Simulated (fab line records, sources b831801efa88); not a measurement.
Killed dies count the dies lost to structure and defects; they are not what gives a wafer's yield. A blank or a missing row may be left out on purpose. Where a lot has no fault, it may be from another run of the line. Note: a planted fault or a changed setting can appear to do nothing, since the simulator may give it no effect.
Shared-tool check :: flow gf180mcu :: 13 lots and 39 wafers in the sample

## THE REASON FOR OPENING IT
2 of 13 lots carry a flag on the reading MVPSD_RS at GF_VT_IMPLANT_RS_MEAS_49. No-fault wafers: 1168.0 ohm/sq, standard deviation 2.6.
Rule: flag the lot when none of its wafers has a number, or when each of its wafers that has one lies beyond 4 standard deviations from that mean. The rest of the lots are taken to be sound.

lot: L963
measured: day 7 22:05
on: film_metro-04
MVPSD_RS (ohm/sq), wafer by wafer: 1168.1 1167.6 1171.8
flag: 

lot: L964
measured: day 8 04:11
on: film_metro-02
MVPSD_RS (ohm/sq), wafer by wafer: 1165.2 1170.5 1171.2
flag: 

lot: L965
measured: day 8 09:40
on: film_metro-04
MVPSD_RS (ohm/sq), wafer by wafer: 1169.6 1170.3 1172.6
flag: 

lot: L966
measured: day 8 16:56
on: film_metro-04
MVPSD_RS (ohm/sq), wafer by wafer: 1172.8 1167.5 1170.3
flag: 

lot: L967
measured: day 8 20:52
on: film_metro-04
MVPSD_RS (ohm/sq), wafer by wafer: 1165.7 1161.9 1167.0
flag: 

lot: L969
measured: day 9 15:40
on: film_metro-01
MVPSD_RS (ohm/sq), wafer by wafer: 1169.2 1168.0 1166.3
flag: 

lot: L970
measured: day 9 20:41
on: film_metro-04
MVPSD_RS (ohm/sq), wafer by wafer: 1168.5 1168.2 1167.2
flag: 

lot: L975
measured: day 11 05:41
on: film_metro-01
MVPSD_RS (ohm/sq), wafer by wafer: 1181.8 1179.3 1181.7
flag: FLAGGED

lot: L978
measured: day 12 02:29
on: film_metro-01
MVPSD_RS (ohm/sq), wafer by wafer: 1170.8 1171.7 1171.6
flag: 

lot: L980
measured: day 12 16:50
on: film_metro-02
MVPSD_RS (ohm/sq), wafer by wafer: 1188.1 1189.1 1186.8
flag: FLAGGED

lot: L981
measured: day 12 21:11
on: film_metro-02
MVPSD_RS (ohm/sq), wafer by wafer: 1169.6 1168.5 1169.6
flag: 

lot: L983
measured: day 13 10:14
on: film_metro-04
MVPSD_RS (ohm/sq), wafer by wafer: 1169.6 1169.0 1167.2
flag: 

lot: L984
measured: day 13 17:23
on: film_metro-04
MVPSD_RS (ohm/sq), wafer by wafer: 1170.6 1165.2 1169.6
flag: 
On average the flagged lots' numbers are 1184.5 ohm/sq, which is +16.5 ohm/sq against the usual, or +6 standard deviations.

## WHICH TOOL EACH LOT WENT THROUGH
The record keeps 1 process step preceding the reading, out of 602 steps on the route. Each cell gives the tool, then ch followed by the chambers the sampled wafers passed through, then the start.
lot: L963
flag: 
GF_MVPSD_IMPLANT_09: implanter-03 ch 0, day 5 08:04

lot: L964
flag: 
GF_MVPSD_IMPLANT_09: implanter-01 ch 0, day 5 12:33

lot: L965
flag: 
GF_MVPSD_IMPLANT_09: implanter-03 ch 0, day 5 17:41

lot: L966
flag: 
GF_MVPSD_IMPLANT_09: implanter-01 ch 0, day 6 00:35

lot: L967
flag: 
GF_MVPSD_IMPLANT_09: implanter-01 ch 0, day 6 04:20

lot: L969
flag: 
GF_MVPSD_IMPLANT_09: implanter-01 ch 0, day 6 19:19

lot: L970
flag: 
GF_MVPSD_IMPLANT_09: implanter-03 ch 0, day 7 00:44

lot: L975
flag: FLAGGED
GF_MVPSD_IMPLANT_09: implanter-01 ch 0, day 8 07:10

lot: L978
flag: 
GF_MVPSD_IMPLANT_09: implanter-04 ch 0, day 9 00:46

lot: L980
flag: FLAGGED
GF_MVPSD_IMPLANT_09: implanter-01 ch 0, day 9 14:23

lot: L981
flag: 
GF_MVPSD_IMPLANT_09: implanter-03 ch 0, day 9 18:11

lot: L983
flag: 
GF_MVPSD_IMPLANT_09: implanter-04 ch 0, day 10 06:05

lot: L984
flag: 
GF_MVPSD_IMPLANT_09: implanter-04 ch 0, day 10 11:31
What the steps here do:
- GF_MVPSD_IMPLANT_09
- GF_VT_IMPLANT_RS_MEAS_49: measures by four-point-probe.

## FLAGGED AGAINST TOTAL, ONE TOOL AT A TIME (gauges that did the reading follow at the end)
step: GF_MVPSD_IMPLANT_09
tool: implanter-01
lots run: 6
flagged: 2
share of the flagged lots: all
sound lots run after its first flagged lot: 0

step: GF_MVPSD_IMPLANT_09
tool: implanter-03
lots run: 4
flagged: 0
share of the flagged lots: none
sound lots run after its first flagged lot: -

step: GF_MVPSD_IMPLANT_09
tool: implanter-04
lots run: 3
flagged: 0
share of the flagged lots: none
sound lots run after its first flagged lot: -

step: GF_VT_IMPLANT_RS_MEAS_49
tool: film_metro-01
lots run: 3
flagged: 1
share of the flagged lots: some
sound lots run after its first flagged lot: 1 (L978)

step: GF_VT_IMPLANT_RS_MEAS_49
tool: film_metro-02
lots run: 3
flagged: 1
share of the flagged lots: some
sound lots run after its first flagged lot: 1 (L981)

step: GF_VT_IMPLANT_RS_MEAS_49
tool: film_metro-04
lots run: 7
flagged: 0
share of the flagged lots: none
sound lots run after its first flagged lot: -

## WHAT IS ALLOWED BY THE TABLE
All flagged lots share 1 row of the table, namely implanter-01 at GF_MVPSD_IMPLANT_09.
- implanter-01 at GF_MVPSD_IMPLANT_09 ran 6 lots, 2 of them flagged. Its last sound lot is L969 (day 6 19:19), its first flagged lot L975 (day 8 07:10): a fault that began between those two fits. Its own readings lie more than 4 standard deviations out on every wafer of the flagged lots: dose_ions_cm2.
implanter-01 at GF_MVPSD_IMPLANT_09 is the single tool remaining.

## WHAT THE SIMULATOR HAD PUT IN
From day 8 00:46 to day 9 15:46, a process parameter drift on implanter-01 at GF_MVPSD_IMPLANT_09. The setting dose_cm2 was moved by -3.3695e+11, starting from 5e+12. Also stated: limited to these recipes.
Shown lots that were struck: L975, L980. Same finding as the rule above.
